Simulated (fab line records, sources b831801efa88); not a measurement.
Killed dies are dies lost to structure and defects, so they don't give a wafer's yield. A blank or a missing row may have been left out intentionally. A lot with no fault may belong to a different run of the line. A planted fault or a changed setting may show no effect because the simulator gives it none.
Which tool is to blame? + flow gf180mcu + 12 lots, 36 wafers sampled, at 6 steps of a route of 602

## WHAT THE GAUGES READ, wafer by wafer
GF_NWELL_TW_MEAS_11.
| lot  | measured    | on           | NWELL_TW       |
|------|-------------|--------------|----------------|
| L142 | day 3 20:47 | filmMetro-03 | 1585 1583 1587 |
| L144 | day 4 05:10 | filmMetro-01 | 1571 1579 1573 |
| L147 | day 4 22:38 | filmMetro-03 | 1579 1583 1583 |
| L148 | day 5 02:58 | filmMetro-02 | 1605 1599 1604 |
| L150 | day 5 13:39 | filmMetro-03 | 1585 1573 1580 |
| L155 | day 6 16:02 | filmMetro-02 | 2016 2023 2023 |
| L158 | day 7 08:59 | filmMetro-03 | 2004 2003 2016 |
| L159 | day 7 14:35 | filmMetro-02 | 2000 1993 1989 |
| L160 | day 7 20:14 | filmMetro-03 | 1587 1597 1597 |
| L161 | day 8 01:51 | filmMetro-01 | 1569 1576 1571 |
| L162 | day 8 06:29 | filmMetro-02 | 1601 1591 1593 |
| L163 | day 8 12:26 | filmMetro-02 | 1593 1594 1595 |

GF_VT_IMPLANT_RS_MEAS_47: measurement is done with a four-point probe.
| lot  | measured     | on           | NWELL_RS (ohm/sq) |
|------|--------------|--------------|-------------------|
| L142 | day 8 03:16  | filmMetro-02 | 488.7 488.6 487.8 |
| L144 | day 8 13:13  | filmMetro-03 | 484.1 485.5 486.7 |
| L147 | day 9 11:40  | filmMetro-03 | 486.6 486.8 488.3 |
| L148 | day 9 16:14  | filmMetro-03 | 486.4 486.5 485.6 |
| L150 | day 10 05:50 | filmMetro-01 | 487.9 490.1 487.0 |
| L155 | day 11 15:38 | filmMetro-01 | 286.9 286.9 286.1 |
| L158 | day 12 10:53 | filmMetro-02 | 285.6 284.9 285.7 |
| L159 | day 12 20:19 | filmMetro-01 | 286.5 286.7 287.1 |
| L160 | day 13 01:31 | filmMetro-03 | 487.0 486.4 486.9 |
| L161 | day 13 10:05 | filmMetro-01 | 488.8 490.0 488.0 |
| L162 | day 13 15:31 | filmMetro-01 | 489.6 488.4 487.5 |
| L163 | day 13 21:43 | filmMetro-02 | 488.2 488.1 487.4 |

GF_HV_LDD_THK_MEAS_57.
| lot  | measured     | on           | HV_LDD_CVD_56_THK (nm) |
|------|--------------|--------------|------------------------|
| L142 | day 13 07:14 | filmMetro-03 | 90.1 90.4 90.5         |
| L144 | day 13 17:21 | filmMetro-03 | 88.7 88.8 89.0         |
| L147 | day 14 19:04 | filmMetro-02 | 90.1 89.4 90.2         |
| L148 | day 15 04:48 | filmMetro-01 | 91.9 90.3 91.0         |
| L150 | day 15 14:52 | filmMetro-01 | 89.3 88.3 88.9         |
| L155 | day 17 10:09 | filmMetro-02 | 91.5 90.7 90.6         |
| L158 | day 18 07:43 | filmMetro-01 | 90.3 90.5 89.2         |
| L159 | day 18 22:20 | filmMetro-02 | 89.7 90.1 90.0         |
| L160 | day 19 03:13 | filmMetro-01 | 90.0 90.6 90.5         |
| L161 | day 19 13:07 | filmMetro-02 | 90.1 90.3 89.8         |
| L162 | day 19 19:21 | filmMetro-01 | 88.8 88.1 88.7         |
| L163 | day 20 03:28 | filmMetro-01 | 90.0 90.6 90.2         |

## EACH LOT AND THE TOOL THAT RAN IT (in order: tool; ch and the chambers of the sampled wafers; start)
| lot  | GF_NWELL_IMPLANT_09            | GF_VT_IMPLANT_STRIP_20              | GF_POLY_GATE_STRIP_14               |
|------|--------------------------------|-------------------------------------|-------------------------------------|
| L142 | implanter-02 ch 0, day 3 20:32 | plasmaAsher-04 ch 0,1, day 6 18:59  | plasmaAsher-01 ch 1, day 9 20:10    |
| L144 | implanter-01 ch 0, day 4 04:58 | plasmaAsher-03 ch 0,1, day 7 05:16  | plasmaAsher-03 ch 0,1, day 10 07:20 |
| L147 | implanter-01 ch 0, day 4 22:23 | plasmaAsher-04 ch 0,1, day 8 01:53  | plasmaAsher-03 ch 0,1, day 11 06:11 |
| L148 | implanter-03 ch 0, day 5 02:46 | plasmaAsher-03 ch 0,1, day 8 05:55  | plasmaAsher-04 ch 0,1, day 11 12:02 |
| L150 | implanter-01 ch 0, day 5 13:25 | plasmaAsher-03 ch 0, day 8 19:08    | plasmaAsher-01 ch 0,1, day 11 23:43 |
| L155 | implanter-01 ch 0, day 6 15:49 | plasmaAsher-02 ch 0,1, day 10 02:50 | plasmaAsher-04 ch 0,1, day 13 12:22 |
| L158 | implanter-01 ch 0, day 7 08:46 | plasmaAsher-04 ch 0,1, day 10 21:29 | plasmaAsher-01 ch 0,1, day 14 09:11 |
| L159 | implanter-01 ch 0, day 7 14:20 | plasmaAsher-04 ch 0,1, day 11 05:08 | plasmaAsher-01 ch 0,1, day 14 21:03 |
| L160 | implanter-03 ch 0, day 7 19:59 | plasmaAsher-04 ch 0,1, day 11 10:47 | plasmaAsher-03 ch 0,1, day 15 00:57 |
| L161 | implanter-02 ch 0, day 8 01:37 | plasmaAsher-04 ch 0,1, day 11 17:50 | plasmaAsher-01 ch 0,1, day 15 09:30 |
| L162 | implanter-02 ch 0, day 8 06:14 | plasmaAsher-04 ch 0,1, day 11 23:08 | plasmaAsher-01 ch 0,1, day 15 14:25 |
| L163 | implanter-02 ch 0, day 8 12:11 | plasmaAsher-02 ch 1, day 12 05:32   | plasmaAsher-01 ch 0,1, day 15 22:05 |
- GF_NWELL_IMPLANT_09
- GF_VT_IMPLANT_STRIP_20: strips in O2/N2.
- GF_POLY_GATE_STRIP_14: strips in O2/N2.

## AS READ BY THE TOOLS THEMSELVES (means over the sampled wafers that have a number; for cases with no such wafer, the mark the record gives instead)
GF_NWELL_IMPLANT_09.
| lot  | tool         | doseIonsCm2 | endStationPressureTorr (Torr) | faradayCurrentUA |
|------|--------------|-------------|-------------------------------|------------------|
| L142 | implanter-02 | 4e+12       | 4.85e-06                      | 23.1             |
| L144 | implanter-01 | 4e+12       | 5.10e-06                      | 22.5             |
| L147 | implanter-01 | 4e+12       | 4.83e-06                      | 22.5             |
| L148 | implanter-03 | 4e+12       | 4.86e-06                      | 22.7             |
| L150 | implanter-01 | 4e+12       | 5.18e-06                      | 22.4             |
| L155 | implanter-01 | 3e+13       | 4.94e-06                      | 196.6            |
| L158 | implanter-01 | 3e+13       | 5.21e-06                      | 194.8            |
| L159 | implanter-01 | 3e+13       | 5.13e-06                      | 190.7            |
| L160 | implanter-03 | 4e+12       | 5.09e-06                      | 22.4             |
| L161 | implanter-02 | 4e+12       | 5.03e-06                      | 22.1             |
| L162 | implanter-02 | 4e+12       | 5.10e-06                      | 22.4             |
| L163 | implanter-02 | 4e+12       | 4.79e-06                      | 22.3             |

GF_VT_IMPLANT_STRIP_20.
| lot  | tool           | drypumpMotorCurrentA (A) | heaterPowerW (W) | oesProductAu (a.u.) | stripTimeToEndpointS (s) |
|------|----------------|--------------------------|------------------|---------------------|--------------------------|
| L142 | plasmaAsher-04 | 5.0                      | 361              | 0.718               | 12.61                    |
| L144 | plasmaAsher-03 | 5.7                      | 355              | 0.720               | 12.66                    |
| L147 | plasmaAsher-04 | 5.0                      | 369              | 0.719               | 12.66                    |
| L148 | plasmaAsher-03 | 5.9                      | 362              | 0.717               | 12.68                    |
| L150 | plasmaAsher-03 | 5.4                      | 341              | 0.715               | 12.59                    |
| L155 | plasmaAsher-02 | 6.0                      | 342              | 0.719               | 12.61                    |
| L158 | plasmaAsher-04 | 5.0                      | 352              | 0.711               | 12.63                    |
| L159 | plasmaAsher-04 | 5.0                      | 361              | 0.714               | 12.62                    |
| L160 | plasmaAsher-04 | 5.0                      | 353              | 0.716               | 12.64                    |
| L161 | plasmaAsher-04 | 5.0                      | 348              | 0.713               | 12.61                    |
| L162 | plasmaAsher-04 | 5.0                      | 351              | 0.718               | 12.68                    |
| L163 | plasmaAsher-02 | 5.7                      | 342              | 0.721               | 12.63                    |

GF_POLY_GATE_STRIP_14.
| lot  | tool           | drypumpMotorCurrentA (A) | heaterPowerW (W) | oesProductAu (a.u.) |
|------|----------------|--------------------------|------------------|---------------------|
| L142 | plasmaAsher-01 | 5.4                      | 373              | 0.502               |
| L144 | plasmaAsher-03 | 5.9                      | 358              | 0.507               |
| L147 | plasmaAsher-03 | 5.7                      | 352              | 0.505               |
| L148 | plasmaAsher-04 | 5.0                      | 363              | 0.504               |
| L150 | plasmaAsher-01 | 5.3                      | 347              | 0.508               |
| L155 | plasmaAsher-04 | 5.0                      | 350              | 0.505               |
| L158 | plasmaAsher-01 | 5.3                      | 341              | 0.507               |
| L159 | plasmaAsher-01 | 5.2                      | 320              | 0.503               |
| L160 | plasmaAsher-03 | 5.7                      | 351              | 0.500               |
| L161 | plasmaAsher-01 | 5.2                      | 320              | 0.504               |
| L162 | plasmaAsher-01 | 5.3                      | 342              | 0.505               |
| L163 | plasmaAsher-01 | 5.3                      | 343              | 0.504               |

## THE ANSWER, worked out from the rows above alone
Rule: the usual values come from the lots themselves. The widest of any qualifying gaps counts: lots, ordered by their means at a reading, are off when they make up no more than a third of the lots, leave a main group of 4 or more, and stand apart from it by 3 or more times the standard deviation of that group's means. A main group whose means are all the same, to the digits that the tables above print for the reading, isn't used. A lot without any number at a reading at which 4 lots or more have one is off too. Any other lot the step has rows for is counted as sound. First the gauges in route order, then the tools' own readings, where a lot's mean is used as printed above. At the first step where some lot is off, the reading lying furthest off is the one used; lots without a number count as furthest.
Off: L155, L158, L159, seen at GF_NWELL_TW_MEAS_11 (NWELL_TW). Mean 1586 and standard deviation 9.9 in the main group.
A tool fits if, at a process step before that reading, it ran every lot that is off, and no sound lot after the first of them. The gauges at GF_NWELL_TW_MEAS_11 aren't tried: what is off there is off at GF_NWELL_IMPLANT_09 too, on other tools, and a gauge's error can't cause that. One fits: GF_NWELL_IMPLANT_09 on implanter-01. A fault onset in the window from L150 (day 5 13:25, its last sound lot) to L155 (day 6 15:49, its first lot off) fits.
The tool's own readings at GF_NWELL_IMPLANT_09 bear it out: on the lots that are off they differ by more than 5 times the standard deviation of the sound lots' means. doseIonsCm2 reads 3e+13 there against 4e+12 on the sound lots; faradayCurrentUA reads 194.0 there against 22.5 on the sound lots.

## WHAT WAS PUT IN BY THE SIMULATOR
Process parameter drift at GF_NWELL_IMPLANT_09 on implanter-01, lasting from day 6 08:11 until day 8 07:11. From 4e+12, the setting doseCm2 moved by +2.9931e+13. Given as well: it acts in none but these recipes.
Struck lots among those shown: L155, L158, L159. This agrees with what the rule above found.
